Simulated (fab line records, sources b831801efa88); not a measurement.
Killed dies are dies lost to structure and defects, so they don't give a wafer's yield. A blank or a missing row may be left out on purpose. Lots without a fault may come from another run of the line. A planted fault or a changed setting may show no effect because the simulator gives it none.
Problem report in the 8D (eight disciplines) form, filled by code | flow sfq_line | the parts of the form that need people (team, actions taken, sign-off) are left out

1. THE PROBLEM
M2_NB_RS at SFQ_M2_RS_MEAS_914 reads a mean of 1.240 ohm/sq on 4 wafers of 3 lots; wafers without a fault read 0.892 ohm/sq with a standard deviation of 0.0076. That is +46 standard deviations from the usual mean.
The step: measures by four-point-probe.
First seen on wafer L365.5, day 32 04:37, on film_metro-04. The record holds 45 wafers of 15 lots with a number at this step. Rule for "out", or "out of limits": more than 4 standard deviations from the usual mean. The other wafers with a number count as sound.

2. WHAT IT IS AND WHAT IT IS NOT
question                    | is                             | is not
which readings at this step | M2_NB_RS                       | -
which lots                  | L365, L367, L368               | L358, L359, L361, L369, L370, L373, L375, L376, L377, L378, L379, L381
which wafers of those lots  | L365.5, L367.5, L367.6, L368.5 | L365.1, L365.4, L367.4, L368.3, L368.4
read on which gauges        | film_metro-01, film_metro-04   | film_metro-03
when                        | from day 32 04:37              | up to then (11 sound wafers); but 30 sound wafers of L367, L368, L369, L370, L373, L375, L376, L377, L378, L379, L381 came after

3. SUSPECTS, AND WHAT RULES EACH OUT
Counting: a tool at a process step up to the reading stays a suspect if it ran every lot that is out. Sound lots after the first of them don't rule it out here, since some wafers of a struck lot are sound.
- the gauge at SFQ_M2_RS_MEAS_914: ruled out. The wafers that are out were read on 2 gauges (film_metro-01, film_metro-04).
- pvd_sputter-04 at SFQ_TRILAYER_M2_DEP_SPUTTER_055 (material Nb, target thk 200 nm, time 133.3 s): kept. It ran every lot that is out, first L365 (day 32 04:32); its last sound lot up to then is L359 (day 29 15:20).
Left after counting: pvd_sputter-04 at SFQ_TRILAYER_M2_DEP_SPUTTER_055.

4. THE CAUSE (what the simulator had put in)
Process parameter drift: pvd_sputter-04, from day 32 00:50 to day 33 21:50, at SFQ_TRILAYER_M2_DEP_SPUTTER_055. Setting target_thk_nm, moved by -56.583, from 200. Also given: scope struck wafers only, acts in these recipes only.
Counting left only this tool.

5. THE CHAIN OF EFFECTS, in route order
Each row: a reading whose mean over the struck wafers that have a number lies more than 3 standard deviations from the usual. Only readings for which the record gives a usual standard deviation are gone through. hours: the time from each lot's start at the first step in this table that gives one to its start at this step, as a median over the lots. sigmas: the change in usual standard deviations.
hours | step                                | reading        | usual        | on struck wafers | change | sigmas
0     | SFQ_M2_RS_MEAS_914                  | M2_NB_RS       | 0.892 ohm/sq | 1.240            | +0.348 | +46
128   | SFQ_TRILAYER_M2_ETCH_METAL_ETCH_060 | oes_product_au | 0.893 a.u.   | 0.754            | -0.139 | -21
The process steps in it:
- SFQ_TRILAYER_M2_ETCH_METAL_ETCH_060: etches Nb in Cl2/Ar, stops on SiO2, target depth 240 nm, time 120 s.
Later measuring or inspecting steps at which every struck wafer that the step has a row for has a number for every such reading, and none has moved that far: SFQ_M4_OVL_MEAS_926, SFQ_I4_BOW_MEAS_927.

6. WHAT WOULD HAVE CAUGHT IT SOONER
In this record the first reading out of limits at a measuring or inspecting step was taken at day 32 04:37, 4 hours after the fault began at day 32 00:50.
Of the tool readings at SFQ_TRILAYER_M2_DEP_SPUTTER_055 for which the record gives a usual standard deviation, none was out on any struck wafer, so an alarm limit of 4 standard deviations on them would not have fired.
Of the lots that are out (3), L367, L368 began SFQ_TRILAYER_M2_DEP_SPUTTER_055 on pvd_sputter-04 after day 32 04:37. A hold on the tool at that time would have spared those 2.
